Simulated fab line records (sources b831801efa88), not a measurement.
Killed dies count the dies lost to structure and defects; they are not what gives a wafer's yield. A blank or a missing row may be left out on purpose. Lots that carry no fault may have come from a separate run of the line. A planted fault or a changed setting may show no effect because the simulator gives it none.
Matching of chambers -- flow sky130 -- SKY_POLY_GATE_ETCH_17 on rie si-02: 4 sister chambers
The step etches poly-Si in HBr/Cl2, stops on SiO2, target depth 180 nm, time 70.5 s. 7 wafers are shown with their chamber, then 7 later ones without.

WAFERS, EACH WITH ITS CHAMBER
wafer,chamber,drypump motor current A (A),oes product au (a.u.)
L836.6,1,5.66,0.982
L837.6,2,5.39,0.978
L838.3,0,6.00,0.985
L838.4,3,5.88,0.981
L838.5,2,5.39,0.999
L846.1,0,6.01,0.989
L846.4,3,5.89,0.990

WAFERS WITHOUT THEIR CHAMBER
wafer,drypump motor current A (A),oes product au (a.u.)
L846.6,5.98,0.987
L852.2,5.90,0.979
L852.4,5.98,0.991
L852.6,5.65,0.980
L856.1,5.35,0.991
L856.3,5.85,0.979
L856.4,6.02,0.993

WHICH CHAMBER EACH ONE RAN IN
wafer,from the rows above,in truth
L846.6,0,0
L852.2,3,3
L852.4,0,0
L852.6,1,1
L856.1,2,2
L856.3,3,3
L856.4,0,0
Placed correctly: 7 of 7. From these rows, 0 cannot be placed. Placed wrongly: 0.
How it was worked out, from the rows above alone: a wafer's distance from a chamber is the root of the sum, over the readings, of the square of ((its reading less the chamber's mean) divided by the reading's scatter). The wafer belongs to the nearest chamber; if the next one is less than 2 further off, it can't be placed. The mean given for a chamber averages the wafers shown for that chamber. The scatter is the square root of a quotient: the sum, over the shown wafers, of each reading's squared deviation from its chamber's mean, divided by wafers minus chambers.
